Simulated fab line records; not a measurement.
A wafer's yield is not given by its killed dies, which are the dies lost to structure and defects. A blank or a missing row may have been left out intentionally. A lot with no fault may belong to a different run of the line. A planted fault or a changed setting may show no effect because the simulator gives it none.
The same fault as seen by 2 desks | flow sky130 | each desk has only its own numbers; what lay behind them comes last

== FROM THE METROLOGY DESK ==
What the gauges read for every lot (on any tool): the sampled wafers with a number, averaged. If a lot's mean is further than 4 standard deviations from the usual mean, the lot is out of limits and carries the mark OUT (the distance appears in the brackets).
Columns: A = NWELL_RS at SKY_NWELL_RS_MEAS_29, usual 625.1 ohm/sq; B = PWDE_RS at SKY_NWELL_RS_MEAS_31, usual 5272 ohm/sq; C = VT_ADJUST_HVTP_TW at SKY_VT_ADJUST_HVTP_TW_MEAS_11, usual 1354; D = VT_ADJUST_LVTN_TW at SKY_VT_ADJUST_LVTN_TW_MEAS_10, usual 241.3
lot  | first seen here | A     | B    | C                    | D
L476 | day 5 06:10     | 624.7 | 5251 | 1358                 | 237.8
L477 | day 5 12:01     | 626.3 | 5289 | 1352                 | 241.6
L478 | day 5 17:31     | 625.6 | 5249 | 1335                 | 242.2
L479 | day 6 00:50     | 625.7 | 5281 | 1328                 | 241.1
L480 | day 6 10:13     | 626.2 | 5251 | 1362                 | 240.0
L488 | day 8 14:29     | 625.5 | 5291 | 30 (-99 or more) OUT | 240.6
L492 | day 9 08:22     | 623.6 | 5271 | 1364                 | 242.4
L494 | day 10 02:16    | 623.1 | 5289 | 1342                 | 239.9
L495 | day 10 05:28    | 623.0 | 5268 | 1358                 | 241.4
L496 | day 10 09:55    | 626.6 | 5296 | 1361                 | 240.6
L497 | day 10 17:52    | 622.4 | 5264 | 1357                 | 240.7
L498 | day 10 21:43    | 625.2 | 5266 | 1360                 | 242.5
L499 | day 11 03:58    | 624.2 | 5255 | 1353                 | 242.2
This desk reports L488 out of limits; the earliest was L488 at day 9 11:59 (VT_ADJUST_HVTP_TW at SKY_VT_ADJUST_HVTP_TW_MEAS_11). Within limits: L476, L477, L478, L479, L480, L492, L494, L495, L496, L497, L498, L499.

== TOOL OWNER'S DESK, plasma-asher-03 ==
The tool's own readings at SKY_NWELL_STRIP_25 (strips in O2/N2): means of the sampled wafers that have a number, for each lot that ran on this tool. If a lot's mean is further than 4 standard deviations from the usual mean, the lot is out of limits and carries the mark OUT (the distance appears in the brackets).
Columns: A = drypump-motor-current-A at SKY_NWELL_STRIP_25, usual 5.90 A; B = o2-flow-sccm at SKY_NWELL_STRIP_25, usual 2999 sccm; C = oes-product-au at SKY_NWELL_STRIP_25, usual 0.722 a.u.; D = strip-time-to-endpoint-s at SKY_NWELL_STRIP_25, usual 36.86 s
lot  | first seen here | A    | B    | C               | D
L476 | day 5 05:51     | 5.74 | 2993 | 0.721           | 36.92
L477 | day 5 11:43     | 5.94 | 3003 | 0.721           | 37.06
L478 | day 5 17:11     | 5.74 | 2998 | 0.722           | 37.05
L480 | day 6 09:54     | 5.73 | 3000 | 0.722           | 36.70
L488 | day 8 14:10     | 5.66 | 2993 | 0.858 (+31) OUT | -
L497 | day 10 17:33    | 5.71 | 3006 | 0.720           | 36.91
This desk's finding: out of limits on L488; first on L488, day 8 14:10 (oes-product-au at SKY_NWELL_STRIP_25). Within limits: L476, L477, L478, L480, L497.

== TAKEN TOGETHER ==
The tool owner's desk could have raised an alarm at day 8 14:10, on L488.
Metrology desk: alarm possible at day 9 11:59 on L488.
All the named lots went through SKY_NWELL_STRIP_25 on plasma-asher-03.

== WHAT THE SIMULATOR HAD INSERTED ==
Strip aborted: plasma-asher-03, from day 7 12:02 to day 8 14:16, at SKY_NWELL_STRIP_25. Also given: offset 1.
Shown lots that were struck: L488.
Fault start to first reading out of limits, in hours, per desk: tool owner, 26; metrology, 48.
